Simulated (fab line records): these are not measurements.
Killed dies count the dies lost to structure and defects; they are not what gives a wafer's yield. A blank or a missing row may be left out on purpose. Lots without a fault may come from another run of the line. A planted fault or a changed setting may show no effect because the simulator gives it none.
Which tool is to blame? | flow gf180mcu | 39 wafers from 13 lots sampled at 5 of the route's 602 steps

## WHAT EACH GAUGE READ, for each wafer
GF_NWELL_OVL_MEAS_07. Usual: NWELL_OVL gives -1.0 nm (standard deviation 1.4).
lot  | measured    | on         | NWELL_OVL (nm) | flag
L937 | day 3 22:19 | overlay-01 | -1.2 -2.4 -2.9 | 
L938 | day 4 05:34 | overlay-01 | -0.6 1.2 -1.1  | 
L939 | day 4 08:56 | overlay-02 | 0.7 -1.4 -1.1  | 
L941 | day 4 21:07 | overlay-01 | 0.2 -0.5 -0.6  | 
L942 | day 5 01:55 | overlay-01 | -2.4 -2.0 -1.8 | 
L945 | day 5 14:22 | overlay-02 | -2.3 0.2 -0.9  | 
L946 | day 5 21:41 | overlay-02 | -3.9 -3.6 -2.0 | 
L951 | day 7 00:13 | overlay-02 | -1.2 0.4 0.0   | 
L952 | day 7 04:46 | overlay-02 | 2.2 1.0 0.1    | 
L953 | day 7 09:49 | overlay-02 | -0.3 -0.5 -1.8 | 
L954 | day 7 14:55 | overlay-02 | 0.7 -1.0 -1.0  | 
L955 | day 7 19:38 | overlay-02 | -0.7 -0.3 -1.2 | 
L957 | day 8 06:23 | overlay-02 | -1.0 -3.2 -0.3 | 

GF_VT_IMPLANT_TW_MEAS_43. Usual: VT_IMPLANT_4_TW gives 692 (standard deviation 8.2).
lot  | measured     | on           | VT_IMPLANT_4_TW | flag
L937 | day 8 07:24  | filmMetro-03 | 706 703 702     | 
L938 | day 8 15:17  | filmMetro-02 | 684 689 691     | 
L939 | day 8 19:42  | filmMetro-02 | 689 691 691     | 
L941 | day 9 12:54  | filmMetro-01 | 661 663 662     | OFF
L942 | day 9 18:27  | filmMetro-03 | 703 707 705     | 
L945 | day 10 06:40 | filmMetro-01 | 683 681 683     | 
L946 | day 10 16:57 | filmMetro-03 | 698 698 697     | 
L951 | day 12 01:43 | filmMetro-02 | 693 690 692     | 
L952 | day 12 08:11 | filmMetro-01 | 686 686 687     | 
L953 | day 12 15:27 | filmMetro-02 | 690 691 694     | 
L954 | day 12 19:48 | filmMetro-01 | 685 684 686     | 
L955 | day 13 02:36 | filmMetro-02 | 685 694 691     | 
L957 | day 13 16:07 | filmMetro-02 | 691 692 695     | 

GF_HV_LDD_CD_MEAS_19: target cd 400 nm. Usual: cdNm at 399.5 nm, with a standard deviation of 2.4.
lot  | measured     | on       | cdNm (nm)         | flag
L937 | day 11 15:38 | cdSem-02 | 401.0 401.4 399.4 | 
L938 | day 11 20:29 | cdSem-02 | 396.8 398.5 396.8 | 
L939 | day 12 03:23 | cdSem-02 | 397.5 400.4 399.2 | 
L941 | day 13 00:41 | cdSem-02 | 403.4 400.3 400.2 | 
L942 | day 13 08:31 | cdSem-02 | 396.7 396.5 395.2 | 
L945 | day 13 19:02 | cdSem-01 | 397.1 398.4 398.5 | 
L946 | day 14 07:00 | cdSem-02 | 399.3 400.3 397.9 | 
L951 | day 15 21:14 | cdSem-02 | 401.7 401.2 404.7 | 
L952 | day 16 04:15 | cdSem-01 | 399.3 400.7 399.5 | 
L953 | day 16 12:01 | cdSem-01 | 399.6 399.5 399.7 | 
L954 | day 16 18:05 | cdSem-01 | 401.7 403.3 404.7 | 
L955 | day 16 23:46 | cdSem-01 | 399.8 400.6 401.3 | 
L957 | day 17 15:18 | cdSem-02 | 397.8 395.4 401.1 | 

## TOOL THAT RAN EACH LOT (tool first, then ch and the chambers of the sampled wafers, then the start)
lot  | GF_VT_IMPLANT_IMPLANT_41        | GF_POLY_GATE_STRIP_14
L937 | implanter-03 ch 0, day 8 07:09  | plasmaAsher-02 ch 0,1, day 10 00:58
L938 | implanter-02 ch 0, day 8 15:02  | plasmaAsher-03 ch 1, day 10 07:05
L939 | implanter-03 ch 0, day 8 19:27  | plasmaAsher-03 ch 0,1, day 10 12:31
L941 | implanter-03 ch 0, day 9 12:39  | plasmaAsher-01 ch 0,1, day 11 08:26
L942 | implanter-01 ch 0, day 9 18:12  | plasmaAsher-03 ch 0,1, day 11 14:03
L945 | implanter-02 ch 0, day 10 06:25 | plasmaAsher-01 ch 0,1, day 12 02:02
L946 | implanter-01 ch 0, day 10 16:44 | plasmaAsher-01 ch 0,1, day 12 12:37
L951 | implanter-03 ch 0, day 12 01:29 | plasmaAsher-02 ch 0,1, day 14 00:57
L952 | implanter-03 ch 0, day 12 07:56 | plasmaAsher-01 ch 0,1, day 14 06:23
L953 | implanter-01 ch 0, day 12 15:12 | plasmaAsher-02 ch 0,1, day 14 13:20
L954 | implanter-01 ch 0, day 12 19:33 | plasmaAsher-01 ch 0,1, day 14 20:00
L955 | implanter-03 ch 0, day 13 02:21 | plasmaAsher-01 ch 0,1, day 15 02:09
L957 | implanter-03 ch 0, day 13 15:53 | plasmaAsher-03 ch 0,1, day 15 16:47
- GF_VT_IMPLANT_IMPLANT_41
- GF_POLY_GATE_STRIP_14: strips in O2/N2.

## WHAT THE TOOLS THEMSELVES READ (means of the sampled wafers that have a number; where no wafer has one, the mark that the record gives instead)
GF_VT_IMPLANT_IMPLANT_41. Usual: doseIonsCm2 at 1.0129e+12, with a standard deviation of 1.2e+09.
lot  | tool         | doseIonsCm2 | flag
L937 | implanter-03 | 1.0146e+12  | 
L938 | implanter-02 | 1.0117e+12  | 
L939 | implanter-03 | 1.0135e+12  | 
L941 | implanter-03 | 1.0133e+12  | 
L942 | implanter-01 | 1.0135e+12  | 
L945 | implanter-02 | 1.0147e+12  | 
L946 | implanter-01 | 1.0121e+12  | 
L951 | implanter-03 | 1.0117e+12  | 
L952 | implanter-03 | 1.0136e+12  | 
L953 | implanter-01 | 1.0126e+12  | 
L954 | implanter-01 | 1.0116e+12  | 
L955 | implanter-03 | 1.0140e+12  | 
L957 | implanter-03 | 1.0135e+12  | 

GF_POLY_GATE_STRIP_14. Usual: drypumpMotorCurrentA 5.5 A, standard deviation 0.43; heaterPowerW 322 W, standard deviation 37; n2FlowSccm 300.1 sccm, standard deviation 0.91; oesProductAu 0.505 a.u., standard deviation 0.0044.
lot  | tool           | drypumpMotorCurrentA (A) | heaterPowerW (W) | n2FlowSccm (sccm) | oesProductAu (a.u.) | flag
L937 | plasmaAsher-02 | 5.1                      | 313              | 299.5             | 0.503               | 
L938 | plasmaAsher-03 | 6.0                      | 307              | 300.8             | 0.506               | 
L939 | plasmaAsher-03 | 5.5                      | 371              | 299.1             | 0.502               | 
L941 | plasmaAsher-01 | 5.6                      | 296              | 300.9             | 0.506               | 
L942 | plasmaAsher-03 | 5.7                      | 339              | 299.8             | 0.507               | 
L945 | plasmaAsher-01 | 5.6                      | 303              | 300.2             | 0.506               | 
L946 | plasmaAsher-01 | 5.6                      | 301              | 300.1             | 0.504               | 
L951 | plasmaAsher-02 | 5.1                      | 320              | 300.4             | 0.503               | 
L952 | plasmaAsher-01 | 5.3                      | 303              | 300.0             | 0.507               | 
L953 | plasmaAsher-02 | 5.1                      | 318              | 299.5             | 0.504               | 
L954 | plasmaAsher-01 | 5.6                      | 307              | 299.3             | 0.506               | 
L955 | plasmaAsher-01 | 5.3                      | 300              | 301.0             | 0.503               | 
L957 | plasmaAsher-03 | 5.4                      | 369              | 299.7             | 0.506               | 

## THE ANSWER, worked out from the rows above alone
Rule: take the mean of a lot's wafers that have a number; if it is more than 3 standard deviations from the usual mean, the lot is off. A lot without any number at a reading at which 4 lots or more have one is off too. All remaining lots with rows at the step are treated as sound. Order of review: gauges by route order, followed by the tools' own readings, for which a lot's mean as printed above is used. At the first step where some lot is off, the reading lying furthest off is the one used; lots without a number count as furthest.
Off: L941, seen at GF_VT_IMPLANT_TW_MEAS_43 (VT_IMPLANT_4_TW).
A tool fits if, at a process step before that reading, it ran every lot that is off, and no sound lot after the first of them. The gauges at GF_VT_IMPLANT_TW_MEAS_43 are tried like those tools. Of those tried, none fits.

## WHAT THE SIMULATOR HAD INSERTED
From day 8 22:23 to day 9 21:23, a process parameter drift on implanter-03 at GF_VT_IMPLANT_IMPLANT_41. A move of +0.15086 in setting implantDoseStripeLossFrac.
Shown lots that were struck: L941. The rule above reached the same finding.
